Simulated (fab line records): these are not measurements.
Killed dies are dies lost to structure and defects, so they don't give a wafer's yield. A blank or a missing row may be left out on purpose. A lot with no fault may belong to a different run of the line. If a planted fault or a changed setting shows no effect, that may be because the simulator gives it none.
Problem report, 8D (eight disciplines) form, completed by code    flow gf180mcu    the parts of the form that need people (team, actions taken, sign-off) are left out

## 1. PROBLEM STATEMENT
Mean MVPSD_OVL at GF_MVPSD_OVL_MEAS_07: 164.2 nm over 6 wafers in 2 lots; fault-free wafers: 0.5 nm, standard deviation 1.4. So: +99 or more standard deviations from the usual mean.
First seen on wafer L870.2, day 8 13:18, on overlay-02. Wafers with a number at this step in the record: 39, from 13 lots. Rule for "out" (also "out of limits"): further than 4 standard deviations from the usual mean. The rest of the wafers with a number are treated as sound.

## 2. WHAT IT IS, AND WHAT IT ISN'T
question                     is                      is not
which readings at this step  MVPSD_OVL               -
which lots                   L870, L871              L856, L857, L859, L860, L861, L862, L867, L872, L873, L878, L879
which wafers of those lots   all that have a number  -
read on which gauges         overlay-02              overlay-01
when                         from day 8 13:18        up to then (21 sound wafers); but 12 sound wafers of L872, L873, L878, L879 came after

## 3. SUSPECTS, AND WHAT RULES EACH OUT
Counting: a tool stays on the suspect list if, at a process step up to the reading, it processed all lots that are out and no sound lot following the first of them.
- the gauge at GF_MVPSD_OVL_MEAS_07: kept. All the wafers that are out were read on overlay-02, and no step on other tools shows them out.
- iline stepper-01 at GF_MVPSD_EXPOSE_04 (exposes mask MVPSD, target cd 1000 nm): kept. Every lot that is out went through it, starting with L870 (day 8 05:26), and after that it ran no sound lot; the last sound lot it ran before then is L867 (day 8 00:22).
What counting leaves: iline stepper-01 at GF_MVPSD_EXPOSE_04 and overlay-02 at GF_MVPSD_OVL_MEAS_07.

## 4. THE CAUSE (what the simulator had put in)
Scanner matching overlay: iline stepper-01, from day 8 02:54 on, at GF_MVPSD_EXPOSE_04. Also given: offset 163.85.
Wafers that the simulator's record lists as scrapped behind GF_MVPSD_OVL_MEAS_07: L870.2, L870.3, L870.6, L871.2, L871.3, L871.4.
2 suspects survive the count, and this tool is in that group.

## 5. THE CHAIN OF EFFECTS, in route order
One row per reading whose mean, taken over the struck wafers that have a number, lies over 3 standard deviations from the usual. Scope: only readings with a usual standard deviation given in the record; hours: median across lots of the time from each lot's start at the first step in this table that gives one to its start at this step; sigmas: change in usual standard deviations.
hours  step                  reading    usual   on struck wafers  change  sigmas
0      GF_MVPSD_OVL_MEAS_07  MVPSD_OVL  0.5 nm  164.2             +163.7  +99 or more

## 6. WHAT WOULD HAVE CAUGHT IT SOONER
In this record the first reading out of limits at a measuring or inspecting step was taken at day 8 13:18, 10 hours after the fault began at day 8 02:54.
An alarm limit of 4 standard deviations would not have fired on the tool readings at GF_MVPSD_EXPOSE_04 for which the record gives a usual standard deviation, since none of them was out on any struck wafer.
L871, from the lots that are out (2), started GF_MVPSD_EXPOSE_04 on iline stepper-01 later than day 8 13:18. Putting the tool on hold at that point would have spared it.
